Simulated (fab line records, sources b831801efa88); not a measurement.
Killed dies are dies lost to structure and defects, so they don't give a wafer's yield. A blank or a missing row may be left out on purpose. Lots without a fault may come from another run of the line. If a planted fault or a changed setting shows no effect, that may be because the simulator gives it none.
Which tool is to blame?    flow gf180mcu    36 wafers from 12 lots sampled at 2 of the route's 602 steps

== WHAT EACH GAUGE READ, for each wafer ==
GF_CONTACT_BOW_MEAS_05.
lot   measured      on            CONTACT_BOW (um)
L075  day 15 08:07  filmMetro-04  61 69 59
L077  day 16 02:01  filmMetro-01  60 71 69
L079  day 17 04:09  filmMetro-01  79 62 77
L081  day 17 21:58  filmMetro-03  52 71 67
L083  day 18 09:32  filmMetro-01  75 52 66
L085  day 19 17:19  filmMetro-03  69 70 81
L087  day 20 09:19  filmMetro-03  51 61 56
L089  day 21 00:22  filmMetro-04  62 66 66
L091  day 21 16:40  filmMetro-04  77 65 64
L093  day 21 21:50  filmMetro-01  59 66 60
L095  day 22 11:41  filmMetro-01  74 83 71
L097  day 23 03:46  filmMetro-03  57 56 62

== TOOL THAT RAN EACH LOT (tool first, then ch and the chambers of the sampled wafers, then the start) ==
lot   GF_VT_IMPLANT_RTA_45
L075  rtpAnneal-02 ch 0, day 7 15:45
L077  rtpAnneal-01 ch 0, day 8 07:26
L079  rtpAnneal-01 ch 0, day 8 21:55
L081  rtpAnneal-01 ch 0, day 9 16:25
L083  rtpAnneal-02 ch 0, day 10 00:26
L085  rtpAnneal-02 ch 0, day 10 23:35
L087  rtpAnneal-02 ch 0, day 11 11:25
L089  rtpAnneal-02 ch 0, day 12 00:00
L091  rtpAnneal-02 ch 0, day 12 16:47
L093  rtpAnneal-02 ch 0, day 12 20:44
L095  rtpAnneal-01 ch 0, day 13 07:43
L097  rtpAnneal-02 ch 0, day 13 23:49
- GF_VT_IMPLANT_RTA_45: time 30 s.

== THE ANSWER, worked out from the rows above alone ==
Rule: the lots themselves supply what counts as usual. Put in order of their means at a reading, lots are off if they are a third of the lots or fewer, leave a main group of 4 or more, and stand apart from it by a gap of 3 or more times the standard deviation of the main group's means; of several such gaps the widest counts. A main group whose means are all the same, to the digits that the tables above print for the reading, isn't used. A lot without any number at a reading at which 4 lots or more have one is off too. Where the step has rows for the other lots, those lots are counted as sound.
No lot is off at any reading shown: from this, nothing can be told.

== WHAT HAD BEEN PUT IN BY THE SIMULATOR ==
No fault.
